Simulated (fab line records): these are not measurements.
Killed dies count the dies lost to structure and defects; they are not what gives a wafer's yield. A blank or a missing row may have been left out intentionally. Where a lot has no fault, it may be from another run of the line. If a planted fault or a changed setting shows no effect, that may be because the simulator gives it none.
Matching of chambers | flow sfq-line | SFQ_TRILAYER_L0_VIA_ETCH_VIA_ETCH_016 on rie-diel-03 has 4 sister chambers
The step etches SiO2 in CHF3, stops on MoNx KI, target depth 80 nm. 8 wafers are shown with their chamber, then 6 later ones without.

== WAFERS WITH THEIR CHAMBER ==
wafer  | chamber | drypump-motor-current-A (A) | oes-product-au (a.u.)
L481.1 | 2       | 5.7                         | 0.839
L488.1 | 0       | 5.8                         | 0.841
L488.6 | 3       | 4.7                         | 0.847
L489.3 | 1       | 6.5                         | 0.829
L489.4 | 0       | 5.7                         | 0.838
L489.6 | 2       | 5.7                         | 0.813
L491.3 | 3       | 4.7                         | 0.829
L491.6 | 1       | 6.6                         | 0.814

== WAFERS WITH NO CHAMBER GIVEN ==
wafer  | drypump-motor-current-A (A) | oes-product-au (a.u.)
L495.1 | 5.7                         | 0.841
L495.2 | 4.8                         | 0.842
L495.3 | 5.7                         | 0.847
L502.1 | 5.8                         | 0.843
L502.2 | 4.8                         | 0.849
L502.3 | 5.7                         | 0.843

== WHICH CHAMBER EACH ONE RAN IN ==
wafer  | from the rows above     | in truth
L495.1 | can't be placed: 0 or 2 | 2
L495.2 | 3                       | 3
L495.3 | can't be placed: 0 or 2 | 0
L502.1 | can't be placed: 0 or 2 | 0
L502.2 | 3                       | 3
L502.3 | can't be placed: 0 or 2 | 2
Correctly placed: 2 of 6. Unplaceable from these rows: 4, with the true chamber sitting among the candidates in 4. Wrongly placed: 0.
How it was worked out, from the rows above alone: a wafer's distance from a chamber is the root of the sum, over the readings, of the square of ((its reading less the chamber's mean) divided by the reading's scatter). If the next closest chamber is less than 2 further off than the closest, the wafer can't be placed; otherwise it belongs to the closest. A chamber's mean is the mean of its shown wafers. The scatter is the square root of a quotient: the sum, over the shown wafers, of each reading's squared deviation from its chamber's mean, divided by wafers minus chambers.
